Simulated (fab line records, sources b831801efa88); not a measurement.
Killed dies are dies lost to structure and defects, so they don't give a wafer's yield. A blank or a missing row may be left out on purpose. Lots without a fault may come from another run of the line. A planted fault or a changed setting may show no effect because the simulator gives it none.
Chamber matching | flow gf180mcu | GF_POLY_GATE_ETCH_13 on rie_si-02: 4 sister chambers
The step etches poly-Si in HBr/Cl2, stops on SiO2, target depth 198.5 nm, time 69.6 s. 8 wafers are shown with their chamber, then 8 later ones without.

WAFERS WITH THEIR CHAMBER
wafer  | chamber | drypump_motor_current_A (A) | throttle_valve_pct (%)
L673.4 | 2       | 6.9                         | 33.685
L673.5 | 0       | 5.1                         | 33.666
L675.4 | 0       | 5.1                         | 33.675
L675.6 | 1       | 5.3                         | 33.686
L678.2 | 3       | 6.1                         | 33.696
L678.5 | 3       | 6.2                         | 33.679
L678.6 | 2       | 6.8                         | 33.689
L679.1 | 1       | 5.2                         | 33.668

WAFERS WITHOUT THEIR CHAMBER
wafer  | drypump_motor_current_A (A) | throttle_valve_pct (%)
L679.5 | 6.1                         | 33.664
L679.6 | 6.8                         | 33.687
L682.1 | 6.8                         | 33.688
L682.4 | 5.1                         | 33.674
L682.5 | 6.2                         | 33.692
L689.4 | 5.2                         | 33.681
L689.5 | 6.1                         | 33.677
L689.6 | 5.1                         | 33.701

WHICH CHAMBER EACH WENT THROUGH
wafer  | from the rows above     | in truth
L679.5 | 3                       | 3
L679.6 | 2                       | 2
L682.1 | 2                       | 2
L682.4 | 0                       | 0
L682.5 | 3                       | 3
L689.4 | can't be placed: 1 or 0 | 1
L689.5 | 3                       | 3
L689.6 | can't be placed: 0 or 1 | 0
Placed correctly: 6 of 8. Can't be placed from these rows: 2 (the true chamber is among the candidates in 2). Placed wrongly: 0.
How it was worked out, from the rows above alone: a wafer's distance from a chamber is the root of the sum, over the readings, of the square of ((its reading less the chamber's mean) divided by the reading's scatter). The wafer belongs to the nearest chamber; if the next one is less than 2 further off, it can't be placed. A chamber's mean is the mean of its shown wafers. The scatter: the root of (the sum of the squares of (reading less its chamber's mean) over the shown wafers, divided by (wafers less chambers)).
